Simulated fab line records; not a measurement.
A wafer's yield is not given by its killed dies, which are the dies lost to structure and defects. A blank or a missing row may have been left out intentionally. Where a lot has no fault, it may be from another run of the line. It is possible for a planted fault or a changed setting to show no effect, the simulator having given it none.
Which tool is to blame? || flow sky130 || 24 lots with 72 wafers sampled at 5 steps, on a route of 708 steps

== WHAT THE GAUGES READ, wafer by wafer ==
SKY_CONTACT_OVL_MEAS_15.
{"lot": "L074", "measured": "day 32 10:25", "on": "overlay-01", "CONTACT_OVL (nm)": "-2 -2 -8"}
{"lot": "L075", "measured": "day 32 20:56", "on": "overlay-01", "CONTACT_OVL (nm)": "5 0 -4"}
{"lot": "L076", "measured": "day 33 00:04", "on": "overlay-02", "CONTACT_OVL (nm)": "-6 -4 -1"}
{"lot": "L077", "measured": "day 33 13:38", "on": "overlay-01", "CONTACT_OVL (nm)": "-6 -2 -5"}
{"lot": "L078", "measured": "day 33 22:25", "on": "overlay-01", "CONTACT_OVL (nm)": "-6 2 4"}
{"lot": "L079", "measured": "day 33 22:42", "on": "overlay-02", "CONTACT_OVL (nm)": "7 2 3"}
{"lot": "L080", "measured": "day 34 06:00", "on": "overlay-01", "CONTACT_OVL (nm)": "-2 1 1"}
{"lot": "L081", "measured": "day 34 21:50", "on": "overlay-01", "CONTACT_OVL (nm)": "6 10 6"}
{"lot": "L082", "measured": "day 35 03:25", "on": "overlay-01", "CONTACT_OVL (nm)": "3 5 2"}
{"lot": "L083", "measured": "day 35 12:23", "on": "overlay-02", "CONTACT_OVL (nm)": "-3 4 2"}
{"lot": "L084", "measured": "day 35 16:50", "on": "overlay-02", "CONTACT_OVL (nm)": "1 1 1"}
{"lot": "L085", "measured": "day 36 02:55", "on": "overlay-02", "CONTACT_OVL (nm)": "3 -2 6"}
{"lot": "L086", "measured": "day 36 03:55", "on": "overlay-02", "CONTACT_OVL (nm)": "2 -11 2"}
{"lot": "L087", "measured": "day 36 13:07", "on": "overlay-01", "CONTACT_OVL (nm)": "-4 -5 -2"}
{"lot": "L088", "measured": "day 37 00:44", "on": "overlay-02", "CONTACT_OVL (nm)": "15 12 4"}
{"lot": "L089", "measured": "day 37 06:37", "on": "overlay-01", "CONTACT_OVL (nm)": "-2 -5 7"}
{"lot": "L090", "measured": "day 37 20:47", "on": "overlay-02", "CONTACT_OVL (nm)": "-7 -8 -9"}
{"lot": "L091", "measured": "day 38 00:47", "on": "overlay-01", "CONTACT_OVL (nm)": "-6 -7 0"}
{"lot": "L092", "measured": "day 38 02:29", "on": "overlay-01", "CONTACT_OVL (nm)": "1 -8 2"}
{"lot": "L093", "measured": "day 38 07:44", "on": "overlay-02", "CONTACT_OVL (nm)": "-2 0 -4"}
{"lot": "L094", "measured": "day 38 17:25", "on": "overlay-01", "CONTACT_OVL (nm)": "-2 -9 -5"}
{"lot": "L095", "measured": "day 39 03:47", "on": "overlay-01", "CONTACT_OVL (nm)": "7 3 -4"}
{"lot": "L096", "measured": "day 39 04:32", "on": "overlay-01", "CONTACT_OVL (nm)": "-4 -2 -5"}
{"lot": "L097", "measured": "day 39 07:58", "on": "overlay-01", "CONTACT_OVL (nm)": "1 1 -3"}

SKY_METAL5_THK_MEAS_06: measures by xrf.
{"lot": "L074", "measured": "day 43 22:50", "on": "filmMetro-01", "METAL5_ALCU_THK (nm)": "1170 1177 1181"}
{"lot": "L075", "measured": "day 44 07:34", "on": "filmMetro-01", "METAL5_ALCU_THK (nm)": "1127 1149 1148"}
{"lot": "L076", "measured": "day 44 05:18", "on": "filmMetro-01", "METAL5_ALCU_THK (nm)": "1146 1142 1144"}
{"lot": "L077", "measured": "day 44 20:19", "on": "filmMetro-02", "METAL5_ALCU_THK (nm)": "1162 1145 1142"}
{"lot": "L078", "measured": "day 45 02:50", "on": "filmMetro-02", "METAL5_ALCU_THK (nm)": "1159 1154 1156"}
{"lot": "L079", "measured": "day 45 04:12", "on": "filmMetro-02", "METAL5_ALCU_THK (nm)": "1136 1133 1142"}
{"lot": "L080", "measured": "day 45 09:04", "on": "filmMetro-03", "METAL5_ALCU_THK (nm)": "1141 1139 1134"}
{"lot": "L081", "measured": "day 45 22:14", "on": "filmMetro-03", "METAL5_ALCU_THK (nm)": "1150 1148 1146"}
{"lot": "L082", "measured": "day 46 03:02", "on": "filmMetro-03", "METAL5_ALCU_THK (nm)": "1143 1127 1130"}
{"lot": "L083", "measured": "day 46 09:00", "on": "filmMetro-03", "METAL5_ALCU_THK (nm)": "1117 1120 1122"}
{"lot": "L084", "measured": "day 46 14:58", "on": "filmMetro-02", "METAL5_ALCU_THK (nm)": "1151 1135 1147"}
{"lot": "L085", "measured": "day 46 20:50", "on": "filmMetro-02", "METAL5_ALCU_THK (nm)": "1160 1149 1133"}
{"lot": "L086", "measured": "day 46 21:42", "on": "filmMetro-03", "METAL5_ALCU_THK (nm)": "1135 1137 1135"}
{"lot": "L087", "measured": "day 47 06:19", "on": "filmMetro-02", "METAL5_ALCU_THK (nm)": "1123 1128 1133"}
{"lot": "L088", "measured": "day 47 14:54", "on": "filmMetro-01", "METAL5_ALCU_THK (nm)": "1134 1145 1151"}
{"lot": "L089", "measured": "day 47 20:07", "on": "filmMetro-01", "METAL5_ALCU_THK (nm)": "1145 1136 1139"}
{"lot": "L090", "measured": "day 48 06:29", "on": "filmMetro-03", "METAL5_ALCU_THK (nm)": "1158 1131 1153"}
{"lot": "L091", "measured": "day 48 11:23", "on": "filmMetro-01", "METAL5_ALCU_THK (nm)": "1130 1134 1125"}
{"lot": "L092", "measured": "day 48 12:02", "on": "filmMetro-03", "METAL5_ALCU_THK (nm)": "1133 1118 1130"}
{"lot": "L093", "measured": "day 48 15:29", "on": "filmMetro-03", "METAL5_ALCU_THK (nm)": "1142 1130 1149"}
{"lot": "L094", "measured": "day 48 22:17", "on": "filmMetro-03", "METAL5_ALCU_THK (nm)": "1140 1136 1131"}
{"lot": "L095", "measured": "day 49 04:47", "on": "filmMetro-02", "METAL5_ALCU_THK (nm)": "1148 1144 1141"}
{"lot": "L096", "measured": "day 49 06:32", "on": "filmMetro-01", "METAL5_ALCU_THK (nm)": "1133 1145 1129"}
{"lot": "L097", "measured": "day 49 08:56", "on": "filmMetro-01", "METAL5_ALCU_THK (nm)": "1139 1129 1133"}

== TOOL THAT RAN EACH LOT (tool first, then ch and the chambers of the sampled wafers, then the start) ==
{"lot": "L074", "SKY_NWELL_STRIP_25": "plasmaAsher-02 ch 0,1, day 5 15:38", "SKY_CONTACT_ETCH_17": "rieDiel-02 ch 1,2, day 32 10:29", "SKY_CAP2M_STRIP_14": "plasmaAsher-04 ch 0,1, day 41 18:31"}
{"lot": "L075", "SKY_NWELL_STRIP_25": "plasmaAsher-02 ch 0,1, day 5 19:26", "SKY_CONTACT_ETCH_17": "rieDiel-01 ch 1,2,3, day 32 21:01", "SKY_CAP2M_STRIP_14": "plasmaAsher-02 ch 0,1, day 42 04:44"}
{"lot": "L076", "SKY_NWELL_STRIP_25": "plasmaAsher-01 ch 0,1, day 6 01:08", "SKY_CONTACT_ETCH_17": "rieDiel-01 ch 0,3, day 33 00:09", "SKY_CAP2M_STRIP_14": "plasmaAsher-02 ch 1, day 42 03:40"}
{"lot": "L077", "SKY_NWELL_STRIP_25": "plasmaAsher-01 ch 0,1, day 6 09:06", "SKY_CONTACT_ETCH_17": "rieDiel-02 ch 0,2, day 33 13:43", "SKY_CAP2M_STRIP_14": "plasmaAsher-04 ch 0,1, day 42 18:11"}
{"lot": "L078", "SKY_NWELL_STRIP_25": "plasmaAsher-04 ch 1, day 6 15:42", "SKY_CONTACT_ETCH_17": "rieDiel-02 ch 0,2, day 33 22:30", "SKY_CAP2M_STRIP_14": "plasmaAsher-04 ch 0, day 43 00:20"}
{"lot": "L079", "SKY_NWELL_STRIP_25": "plasmaAsher-04 ch 0,1, day 6 19:49", "SKY_CONTACT_ETCH_17": "rieDiel-01 ch 0,3, day 33 22:46", "SKY_CAP2M_STRIP_14": "plasmaAsher-04 ch 0,1, day 43 01:51"}
{"lot": "L080", "SKY_NWELL_STRIP_25": "plasmaAsher-02 ch 0,1, day 6 23:25", "SKY_CONTACT_ETCH_17": "rieDiel-01 ch 0,3, day 34 06:04", "SKY_CAP2M_STRIP_14": "plasmaAsher-03 ch 0,1, day 43 07:13"}
{"lot": "L081", "SKY_NWELL_STRIP_25": "plasmaAsher-02 ch 0,1, day 7 07:04", "SKY_CONTACT_ETCH_17": "rieDiel-01 ch 0,2,3, day 34 21:53", "SKY_CAP2M_STRIP_14": "plasmaAsher-04 ch 0,1, day 43 21:52"}
{"lot": "L082", "SKY_NWELL_STRIP_25": "plasmaAsher-01 ch 0,1, day 7 13:57", "SKY_CONTACT_ETCH_17": "rieDiel-04 ch 0,1,3, day 35 03:30", "SKY_CAP2M_STRIP_14": "plasmaAsher-03 ch 0,1, day 44 02:25"}
{"lot": "L083", "SKY_NWELL_STRIP_25": "plasmaAsher-01 ch 0,1, day 7 18:29", "SKY_CONTACT_ETCH_17": "rieDiel-01 ch 1,2,3, day 35 12:27", "SKY_CAP2M_STRIP_14": "plasmaAsher-04 ch 0,1, day 44 08:38"}
{"lot": "L084", "SKY_NWELL_STRIP_25": "plasmaAsher-01 ch 0,1, day 7 23:20", "SKY_CONTACT_ETCH_17": "rieDiel-01 ch 0,2, day 35 16:54", "SKY_CAP2M_STRIP_14": "plasmaAsher-02 ch 0,1, day 44 15:14"}
{"lot": "L085", "SKY_NWELL_STRIP_25": "plasmaAsher-02 ch 0,1, day 8 06:59", "SKY_CONTACT_ETCH_17": "rieDiel-02 ch 0,2,3, day 36 02:59", "SKY_CAP2M_STRIP_14": "plasmaAsher-04 ch 0,1, day 44 20:53"}
{"lot": "L086", "SKY_NWELL_STRIP_25": "plasmaAsher-04 ch 0,1, day 8 12:11", "SKY_CONTACT_ETCH_17": "rieDiel-01 ch 0,2,3, day 36 03:59", "SKY_CAP2M_STRIP_14": "plasmaAsher-03 ch 0,1, day 44 21:29"}
{"lot": "L087", "SKY_NWELL_STRIP_25": "plasmaAsher-02 ch 0,1, day 8 15:56", "SKY_CONTACT_ETCH_17": "rieDiel-04 ch 0,1, day 36 13:11", "SKY_CAP2M_STRIP_14": "plasmaAsher-02 ch 0,1, day 45 08:34"}
{"lot": "L088", "SKY_NWELL_STRIP_25": "plasmaAsher-04 ch 0,1, day 9 02:14", "SKY_CONTACT_ETCH_17": "rieDiel-02 ch 0,2,3, day 37 00:47", "SKY_CAP2M_STRIP_14": "plasmaAsher-02 ch 0,1, day 45 17:09"}
{"lot": "L089", "SKY_NWELL_STRIP_25": "plasmaAsher-01 ch 0,1, day 9 07:35", "SKY_CONTACT_ETCH_17": "rieDiel-02 ch 0,3, day 37 06:41", "SKY_CAP2M_STRIP_14": "plasmaAsher-04 ch 1, day 45 22:19"}
{"lot": "L090", "SKY_NWELL_STRIP_25": "plasmaAsher-02 ch 0,1, day 9 15:57", "SKY_CONTACT_ETCH_17": "rieDiel-02 ch 0,2,3, day 37 20:51", "SKY_CAP2M_STRIP_14": "plasmaAsher-03 ch 0,1, day 46 08:28"}
{"lot": "L091", "SKY_NWELL_STRIP_25": "plasmaAsher-04 ch 0,1, day 9 20:15", "SKY_CONTACT_ETCH_17": "rieDiel-01 ch 0,2, day 38 00:53", "SKY_CAP2M_STRIP_14": "plasmaAsher-02 ch 0,1, day 46 14:31"}
{"lot": "L092", "SKY_NWELL_STRIP_25": "plasmaAsher-01 ch 0,1, day 9 22:58", "SKY_CONTACT_ETCH_17": "rieDiel-04 ch 0,2, day 38 02:33", "SKY_CAP2M_STRIP_14": "plasmaAsher-03 ch 0,1, day 46 14:59"}
{"lot": "L093", "SKY_NWELL_STRIP_25": "plasmaAsher-02 ch 0,1, day 10 04:32", "SKY_CONTACT_ETCH_17": "rieDiel-02 ch 0,1,2, day 38 07:49", "SKY_CAP2M_STRIP_14": "plasmaAsher-03 ch 0,1, day 46 18:31"}
{"lot": "L094", "SKY_NWELL_STRIP_25": "plasmaAsher-04 ch 0,1, day 10 14:26", "SKY_CONTACT_ETCH_17": "rieDiel-02 ch 0,2,3, day 38 17:29", "SKY_CAP2M_STRIP_14": "plasmaAsher-04 ch 0,1, day 47 01:13"}
{"lot": "L095", "SKY_NWELL_STRIP_25": "plasmaAsher-01 ch 0,1, day 10 23:06", "SKY_CONTACT_ETCH_17": "rieDiel-02 ch 1,3, day 39 03:52", "SKY_CAP2M_STRIP_14": "plasmaAsher-03 ch 0,1, day 47 09:04"}
{"lot": "L096", "SKY_NWELL_STRIP_25": "plasmaAsher-04 ch 0,1, day 11 00:22", "SKY_CONTACT_ETCH_17": "rieDiel-04 ch 1,2, day 39 04:36", "SKY_CAP2M_STRIP_14": "plasmaAsher-03 ch 0,1, day 47 10:03"}
{"lot": "L097", "SKY_NWELL_STRIP_25": "plasmaAsher-02 ch 0, day 11 03:17", "SKY_CONTACT_ETCH_17": "rieDiel-04 ch 2,3, day 39 08:03", "SKY_CAP2M_STRIP_14": "plasmaAsher-04 ch 0,1, day 47 14:16"}
- SKY_NWELL_STRIP_25: strips in O2/N2.
- SKY_CONTACT_ETCH_17: etches SiO2 in C4F8/O2/Ar, stops on Si3N4, target depth 340 nm.
- SKY_CAP2M_STRIP_14: strips in O2/N2.

== AS READ BY THE TOOLS THEMSELVES (means over the sampled wafers that have a number; for cases with no such wafer, the mark the record gives instead) ==
SKY_NWELL_STRIP_25.
{"lot": "L074", "tool": "plasmaAsher-02", "drypumpMotorCurrentA (A)": 5.8, "oesProductAu (a.u.)": 0.722, "stripTimeToEndpointS (s)": 36.89}
{"lot": "L075", "tool": "plasmaAsher-02", "drypumpMotorCurrentA (A)": 5.8, "oesProductAu (a.u.)": 0.721, "stripTimeToEndpointS (s)": 36.98}
{"lot": "L076", "tool": "plasmaAsher-01", "drypumpMotorCurrentA (A)": 5.6, "oesProductAu (a.u.)": 0.726, "stripTimeToEndpointS (s)": 36.94}
{"lot": "L077", "tool": "plasmaAsher-01", "drypumpMotorCurrentA (A)": 5.4, "oesProductAu (a.u.)": 0.719, "stripTimeToEndpointS (s)": 37.02}
{"lot": "L078", "tool": "plasmaAsher-04", "drypumpMotorCurrentA (A)": 6.3, "oesProductAu (a.u.)": 0.721, "stripTimeToEndpointS (s)": 36.96}
{"lot": "L079", "tool": "plasmaAsher-04", "drypumpMotorCurrentA (A)": 6.0, "oesProductAu (a.u.)": 0.724, "stripTimeToEndpointS (s)": 36.81}
{"lot": "L080", "tool": "plasmaAsher-02", "drypumpMotorCurrentA (A)": 5.9, "oesProductAu (a.u.)": 0.721, "stripTimeToEndpointS (s)": 36.85}
{"lot": "L081", "tool": "plasmaAsher-02", "drypumpMotorCurrentA (A)": 5.8, "oesProductAu (a.u.)": 0.723, "stripTimeToEndpointS (s)": 36.95}
{"lot": "L082", "tool": "plasmaAsher-01", "drypumpMotorCurrentA (A)": 5.4, "oesProductAu (a.u.)": 0.721, "stripTimeToEndpointS (s)": 36.90}
{"lot": "L083", "tool": "plasmaAsher-01", "drypumpMotorCurrentA (A)": 5.4, "oesProductAu (a.u.)": 0.723, "stripTimeToEndpointS (s)": 36.80}
{"lot": "L084", "tool": "plasmaAsher-01", "drypumpMotorCurrentA (A)": 5.5, "oesProductAu (a.u.)": 0.720, "stripTimeToEndpointS (s)": 36.84}
{"lot": "L085", "tool": "plasmaAsher-02", "drypumpMotorCurrentA (A)": 5.9, "oesProductAu (a.u.)": 0.720, "stripTimeToEndpointS (s)": 37.07}
{"lot": "L086", "tool": "plasmaAsher-04", "drypumpMotorCurrentA (A)": 6.1, "oesProductAu (a.u.)": 0.725, "stripTimeToEndpointS (s)": 36.76}
{"lot": "L087", "tool": "plasmaAsher-02", "drypumpMotorCurrentA (A)": 5.9, "oesProductAu (a.u.)": 0.720, "stripTimeToEndpointS (s)": 36.90}
{"lot": "L088", "tool": "plasmaAsher-04", "drypumpMotorCurrentA (A)": 5.8, "oesProductAu (a.u.)": 0.717, "stripTimeToEndpointS (s)": 36.96}
{"lot": "L089", "tool": "plasmaAsher-01", "drypumpMotorCurrentA (A)": 5.6, "oesProductAu (a.u.)": 0.726, "stripTimeToEndpointS (s)": 36.71}
{"lot": "L090", "tool": "plasmaAsher-02", "drypumpMotorCurrentA (A)": 5.9, "oesProductAu (a.u.)": 0.723, "stripTimeToEndpointS (s)": 36.96}
{"lot": "L091", "tool": "plasmaAsher-04", "drypumpMotorCurrentA (A)": 6.1, "oesProductAu (a.u.)": 0.720, "stripTimeToEndpointS (s)": 36.95}
{"lot": "L092", "tool": "plasmaAsher-01", "drypumpMotorCurrentA (A)": 5.6, "oesProductAu (a.u.)": 0.723, "stripTimeToEndpointS (s)": 36.76}
{"lot": "L093", "tool": "plasmaAsher-02", "drypumpMotorCurrentA (A)": 5.8, "oesProductAu (a.u.)": 0.722, "stripTimeToEndpointS (s)": 36.93}
{"lot": "L094", "tool": "plasmaAsher-04", "drypumpMotorCurrentA (A)": 6.1, "oesProductAu (a.u.)": 0.727, "stripTimeToEndpointS (s)": 36.83}
{"lot": "L095", "tool": "plasmaAsher-01", "drypumpMotorCurrentA (A)": 5.6, "oesProductAu (a.u.)": 0.724, "stripTimeToEndpointS (s)": 37.05}
{"lot": "L096", "tool": "plasmaAsher-04", "drypumpMotorCurrentA (A)": 6.1, "oesProductAu (a.u.)": 0.724, "stripTimeToEndpointS (s)": 36.80}
{"lot": "L097", "tool": "plasmaAsher-02", "drypumpMotorCurrentA (A)": 5.6, "oesProductAu (a.u.)": 0.720, "stripTimeToEndpointS (s)": 36.96}

SKY_CONTACT_ETCH_17.
{"lot": "L074", "tool": "rieDiel-02", "oesProductAu (a.u.)": 0.891}
{"lot": "L075", "tool": "rieDiel-01", "oesProductAu (a.u.)": 0.891}
{"lot": "L076", "tool": "rieDiel-01", "oesProductAu (a.u.)": 0.891}
{"lot": "L077", "tool": "rieDiel-02", "oesProductAu (a.u.)": 0.895}
{"lot": "L078", "tool": "rieDiel-02", "oesProductAu (a.u.)": 0.892}
{"lot": "L079", "tool": "rieDiel-01", "oesProductAu (a.u.)": 0.895}
{"lot": "L080", "tool": "rieDiel-01", "oesProductAu (a.u.)": 0.895}
{"lot": "L081", "tool": "rieDiel-01", "oesProductAu (a.u.)": 0.889}
{"lot": "L082", "tool": "rieDiel-04", "oesProductAu (a.u.)": 0.889}
{"lot": "L083", "tool": "rieDiel-01", "oesProductAu (a.u.)": 0.898}
{"lot": "L084", "tool": "rieDiel-01", "oesProductAu (a.u.)": 0.892}
{"lot": "L085", "tool": "rieDiel-02", "oesProductAu (a.u.)": 0.888}
{"lot": "L086", "tool": "rieDiel-01", "oesProductAu (a.u.)": 0.897}
{"lot": "L087", "tool": "rieDiel-04", "oesProductAu (a.u.)": 0.890}
{"lot": "L088", "tool": "rieDiel-02", "oesProductAu (a.u.)": 0.892}
{"lot": "L089", "tool": "rieDiel-02", "oesProductAu (a.u.)": 0.893}
{"lot": "L090", "tool": "rieDiel-02", "oesProductAu (a.u.)": 0.895}
{"lot": "L091", "tool": "rieDiel-01", "oesProductAu (a.u.)": 0.895}
{"lot": "L092", "tool": "rieDiel-04", "oesProductAu (a.u.)": 0.887}
{"lot": "L093", "tool": "rieDiel-02", "oesProductAu (a.u.)": 0.897}
{"lot": "L094", "tool": "rieDiel-02", "oesProductAu (a.u.)": 0.892}
{"lot": "L095", "tool": "rieDiel-02", "oesProductAu (a.u.)": 0.893}
{"lot": "L096", "tool": "rieDiel-04", "oesProductAu (a.u.)": 0.894}
{"lot": "L097", "tool": "rieDiel-04", "oesProductAu (a.u.)": 0.892}

SKY_CAP2M_STRIP_14.
{"lot": "L074", "tool": "plasmaAsher-04", "drypumpMotorCurrentA (A)": 5.8, "oesProductAu (a.u.)": 0.708, "stripTimeToEndpointS (s)": 12.67}
{"lot": "L075", "tool": "plasmaAsher-02", "drypumpMotorCurrentA (A)": 6.0, "oesProductAu (a.u.)": 0.704, "stripTimeToEndpointS (s)": 12.62}
{"lot": "L076", "tool": "plasmaAsher-02", "drypumpMotorCurrentA (A)": 6.1, "oesProductAu (a.u.)": 0.711, "stripTimeToEndpointS (s)": 12.67}
{"lot": "L077", "tool": "plasmaAsher-04", "drypumpMotorCurrentA (A)": 5.8, "oesProductAu (a.u.)": 0.714, "stripTimeToEndpointS (s)": 12.68}
{"lot": "L078", "tool": "plasmaAsher-04", "drypumpMotorCurrentA (A)": 5.6, "oesProductAu (a.u.)": 0.710, "stripTimeToEndpointS (s)": 12.68}
{"lot": "L079", "tool": "plasmaAsher-04", "drypumpMotorCurrentA (A)": 5.8, "oesProductAu (a.u.)": 0.713, "stripTimeToEndpointS (s)": 12.59}
{"lot": "L080", "tool": "plasmaAsher-03", "drypumpMotorCurrentA (A)": 5.3, "oesProductAu (a.u.)": 0.710, "stripTimeToEndpointS (s)": 12.66}
{"lot": "L081", "tool": "plasmaAsher-04", "drypumpMotorCurrentA (A)": 5.8, "oesProductAu (a.u.)": 0.711, "stripTimeToEndpointS (s)": 12.60}
{"lot": "L082", "tool": "plasmaAsher-03", "drypumpMotorCurrentA (A)": 5.2, "oesProductAu (a.u.)": 0.707, "stripTimeToEndpointS (s)": 12.63}
{"lot": "L083", "tool": "plasmaAsher-04", "drypumpMotorCurrentA (A)": 6.1, "oesProductAu (a.u.)": 0.710, "stripTimeToEndpointS (s)": 12.63}
{"lot": "L084", "tool": "plasmaAsher-02", "drypumpMotorCurrentA (A)": 5.9, "oesProductAu (a.u.)": 0.709, "stripTimeToEndpointS (s)": 12.69}
{"lot": "L085", "tool": "plasmaAsher-04", "drypumpMotorCurrentA (A)": 5.8, "oesProductAu (a.u.)": 0.714, "stripTimeToEndpointS (s)": 12.60}
{"lot": "L086", "tool": "plasmaAsher-03", "drypumpMotorCurrentA (A)": 5.3, "oesProductAu (a.u.)": 0.714, "stripTimeToEndpointS (s)": 12.62}
{"lot": "L087", "tool": "plasmaAsher-02", "drypumpMotorCurrentA (A)": 5.8, "oesProductAu (a.u.)": 0.707, "stripTimeToEndpointS (s)": 12.60}
{"lot": "L088", "tool": "plasmaAsher-02", "drypumpMotorCurrentA (A)": 5.9, "oesProductAu (a.u.)": 0.708, "stripTimeToEndpointS (s)": 12.64}
{"lot": "L089", "tool": "plasmaAsher-04", "drypumpMotorCurrentA (A)": 6.3, "oesProductAu (a.u.)": 0.711, "stripTimeToEndpointS (s)": 12.63}
{"lot": "L090", "tool": "plasmaAsher-03", "drypumpMotorCurrentA (A)": 5.2, "oesProductAu (a.u.)": 0.710, "stripTimeToEndpointS (s)": 12.64}
{"lot": "L091", "tool": "plasmaAsher-02", "drypumpMotorCurrentA (A)": 5.8, "oesProductAu (a.u.)": 0.713, "stripTimeToEndpointS (s)": 12.65}
{"lot": "L092", "tool": "plasmaAsher-03", "drypumpMotorCurrentA (A)": 5.2, "oesProductAu (a.u.)": 0.712, "stripTimeToEndpointS (s)": 12.62}
{"lot": "L093", "tool": "plasmaAsher-03", "drypumpMotorCurrentA (A)": 5.2, "oesProductAu (a.u.)": 0.716, "stripTimeToEndpointS (s)": 12.65}
{"lot": "L094", "tool": "plasmaAsher-04", "drypumpMotorCurrentA (A)": 5.8, "oesProductAu (a.u.)": 0.714, "stripTimeToEndpointS (s)": 12.66}
{"lot": "L095", "tool": "plasmaAsher-03", "drypumpMotorCurrentA (A)": 5.2, "oesProductAu (a.u.)": 0.709, "stripTimeToEndpointS (s)": 12.63}
{"lot": "L096", "tool": "plasmaAsher-03", "drypumpMotorCurrentA (A)": 5.2, "oesProductAu (a.u.)": 0.712, "stripTimeToEndpointS (s)": 12.63}
{"lot": "L097", "tool": "plasmaAsher-04", "drypumpMotorCurrentA (A)": 6.0, "oesProductAu (a.u.)": 0.706, "stripTimeToEndpointS (s)": 12.63}

== THE ANSWER, worked out from the rows above alone ==
Rule: the lots themselves supply what counts as usual. The widest of any qualifying gaps counts: lots, ordered by their means at a reading, are off when they make up no more than a third of the lots, leave a main group of 4 or more, and stand apart from it by 3 or more times the standard deviation of that group's means. A main group whose means are all the same, to the digits that the tables above print for the reading, isn't used. A lot without any number at a reading at which 4 lots or more have one is off too. All remaining lots with rows at the step are treated as sound. The gauges are gone through in route order, then the tools' own readings, and for those a lot's mean is taken as printed above. The first step at which some lot is off is used, and at that step the reading that is off furthest; a lot without a number counts as furthest.
Nothing can be told from this: no lot is off at any reading shown.

== WHAT THE SIMULATOR HAD INSERTED ==
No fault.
